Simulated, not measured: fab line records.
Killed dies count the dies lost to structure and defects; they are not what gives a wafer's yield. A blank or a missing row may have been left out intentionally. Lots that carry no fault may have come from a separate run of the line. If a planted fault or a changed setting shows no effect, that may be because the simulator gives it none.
Code-filled problem report in 8D (eight disciplines) form -- flow gf180mcu -- the parts of the form that need people (team, actions taken, sign-off) are left out

1. THE ISSUE
STI_CVD_23_THK at GF_STI_THK_MEAS_24 reads a mean of 1094 nm on 1 wafer of 1 lot; wafers without a fault read 648 nm with a standard deviation of 6.9. That puts it +65 standard deviations away from the usual mean.
First observed at day 4 17:49: wafer L549.6, on film metro-03. Wafers with a number at this step in the record: 36, from 12 lots. Rule for "out" (also "out of limits"): further than 4 standard deviations from the usual mean. The other wafers with a number count as sound.

2. WHAT IT IS; WHAT IT IS NOT
question,is,is not
which readings at this step,STI_CVD_23_THK,-
which lots,L549,"L537, L538, L539, L540, L541, L551, L552, L554, L555, L559, L560"
which wafers of those lots,L549.6,"L549.3, L549.4"
read on which gauges,film metro-03,"film metro-02, film metro-04"
when,from day 4 17:49,"up to then (17 sound wafers); but 18 sound wafers of L551, L552, L554, L555, L559, L560 came after"

3. WHAT RULES OUT EACH SUSPECT
Counting: any tool at a process step up to the reading remains a suspect provided it ran every lot that is out. Sound lots after the first of them don't rule it out here, since some wafers of a struck lot are sound.
- the gauge at GF_STI_THK_MEAS_24: ruled out. All the wafers that are out were read on film metro-03, but those of them that GF_STI_CMP_25 has rows for are out there too, on other tools.
- hdpcvd-01 at GF_STI_CVD_23 (deposits SiO2, target thk 650 nm, time 108.3 s): kept. The lot that is out, L549, ran on it at day 4 17:43; the last sound lot it ran before that was L541, at day 3 00:14.
Left after counting: hdpcvd-01 at GF_STI_CVD_23.

4. THE CAUSE (what the simulator had put in)
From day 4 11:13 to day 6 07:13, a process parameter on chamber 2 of hdpcvd-01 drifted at GF_STI_CVD_23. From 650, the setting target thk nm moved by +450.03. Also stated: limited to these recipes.
This tool alone remained once counting was done.

5. THE CHAIN OF EFFECTS, in route order
Each row: a reading whose mean over the struck wafers that have a number lies more than 3 standard deviations from the usual. Only readings whose record carries a usual standard deviation are examined. hours: median over the lots of the time between each lot's start at the first step of this table that gives one and its start at this step. sigmas: the change, counted in usual standard deviations.
hours,step,reading,usual,on struck wafers,change,sigmas
0,GF_STI_THK_MEAS_24,STI_CVD_23_THK,648 nm,1094,+446,+65
0,GF_STI_CMP_25,time to endpoint s,121 s,205,+84,+25
The process steps in it:
- GF_STI_CMP_25: polishes, stops on Si3N4, t overpolish 33 s, target thk 524.6 nm.
At these later measuring or inspecting steps, every struck wafer for which the step has a row has a number for every such reading, and none has moved that far: GF_MVSD_TW_MEAS_11, GF_VT_IMPLANT_TW_MEAS_10.

6. HOW IT WOULD HAVE BEEN CAUGHT EARLIER
7 hours passed between the start of the fault at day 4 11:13 and the first reading out of limits at a measuring or inspecting step in this record, taken at day 4 17:49.
By day 4 17:49, every lot that is out (1) had started GF_STI_CVD_23 on hdpcvd-01. Tool hold at that time: it would have spared none of them.
